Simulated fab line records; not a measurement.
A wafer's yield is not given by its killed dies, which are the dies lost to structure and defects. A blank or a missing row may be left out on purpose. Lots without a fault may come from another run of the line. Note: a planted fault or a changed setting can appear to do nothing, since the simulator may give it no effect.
Which tool did it? + flow gf180mcu + Sampling: 13 lots, 39 wafers, 2 of 602 route steps

## WHAT THE GAUGES READ, wafer by wafer
GF_V4_CD_MEAS_14 targets a cd of 260 nm. Usual: 259.5 nm for cdNm, sd 1.1.
| lot  | measured     | on       | cdNm (nm)         | flag |
|------|--------------|----------|-------------------|------|
| L735 | day 25 17:52 | cdSem-01 | 258.9 259.3 258.8 |      |
| L736 | day 26 03:37 | cdSem-01 | 259.5 258.8 260.8 |      |
| L737 | day 26 08:56 | cdSem-01 | 258.6 258.7 258.9 |      |
| L739 | day 27 07:23 | cdSem-02 | 260.4 260.1 260.4 |      |
| L740 | day 27 12:22 | cdSem-02 | 261.2 259.3 259.6 |      |
| L741 | day 27 19:31 | cdSem-01 | 261.2 260.3 260.1 |      |
| L744 | day 28 13:05 | cdSem-02 | 257.6 257.6 257.5 |      |
| L749 | day 30 02:50 | cdSem-02 | 258.6 257.0 257.2 |      |
| L750 | day 30 07:53 | cdSem-02 | 260.2 259.8 259.7 |      |
| L751 | day 30 16:17 | cdSem-01 | 259.1 258.3 258.3 |      |
| L752 | day 30 20:55 | cdSem-02 | 259.9 259.6 259.0 |      |
| L754 | day 31 11:26 | cdSem-02 | 261.9 261.4 261.9 |      |
| L755 | day 31 17:09 | cdSem-01 | 260.3 259.4 260.4 |      |

## TOOL THAT RAN EACH LOT (tool first, then ch and the chambers of the sampled wafers, then the start)
| lot  | GF_V4_CMP_04                  |
|------|-------------------------------|
| L735 | cmp-01 ch 1,2,3, day 24 20:37 |
| L736 | cmp-01 ch 2,3, day 25 04:56   |
| L737 | cmp-02 ch 0,3, day 25 10:35   |
| L739 | cmp-01 ch 0,1,3, day 26 09:50 |
| L740 | cmp-01 ch 0,1,2, day 26 15:02 |
| L741 | cmp-01 ch 1,2, day 26 23:12   |
| L744 | cmp-02 ch 0,1,3, day 27 16:11 |
| L749 | cmp-01 ch 0,2,3, day 29 06:32 |
| L750 | cmp-01 ch 1,2,3, day 29 12:11 |
| L751 | cmp-01 ch 0,1,3, day 29 20:49 |
| L752 | cmp-02 ch 1,2,3, day 30 01:27 |
| L754 | cmp-02 ch 1,2, day 30 16:44   |
| L755 | cmp-02 ch 2,3, day 30 22:44   |
- GF_V4_CMP_04: polishes SiO2.

## AS READ BY THE TOOLS THEMSELVES (means over the sampled wafers that have a number; for cases with no such wafer, the mark the record gives instead)
GF_V4_CMP_04. Usual: motorCurrentA 12.5 A, standard deviation 0.87; timeToEndpointS 81 s, standard deviation 6.
| lot  | tool   | motorCurrentA (A) | timeToEndpointS (s) | flag |
|------|--------|-------------------|---------------------|------|
| L735 | cmp-01 | 12.5              | 86                  |      |
| L736 | cmp-01 | 11.8              | 86                  |      |
| L737 | cmp-02 | 12.6              | 77                  |      |
| L739 | cmp-01 | 12.9              | 91                  |      |
| L740 | cmp-01 | 12.4              | 82                  |      |
| L741 | cmp-01 | 12.1              | 81                  |      |
| L744 | cmp-02 | 11.7              | 79                  |      |
| L749 | cmp-01 | 12.3              | 80                  |      |
| L750 | cmp-01 | 12.6              | 81                  |      |
| L751 | cmp-01 | 13.1              | 84                  |      |
| L752 | cmp-02 | 12.1              | 73                  |      |
| L754 | cmp-02 | 12.5              | 78                  |      |
| L755 | cmp-02 | 13.0              | 75                  |      |

## THE ANSWER, worked out from the rows above alone
Rule: a lot counts as off when the mean over its wafers that have a number is more than 3 standard deviations away from the usual mean. A lot without any number at a reading at which 4 lots or more have one is off too. The other lots that the step has rows for count as sound. First the gauges in route order, then the tools' own readings, where a lot's mean is used as printed above. The first step at which some lot is off is used, and at that step the reading that is off furthest; a lot without a number counts as furthest.
Nothing can be told from this: no lot is off at any reading shown.

## WHAT WAS PUT IN BY THE SIMULATOR
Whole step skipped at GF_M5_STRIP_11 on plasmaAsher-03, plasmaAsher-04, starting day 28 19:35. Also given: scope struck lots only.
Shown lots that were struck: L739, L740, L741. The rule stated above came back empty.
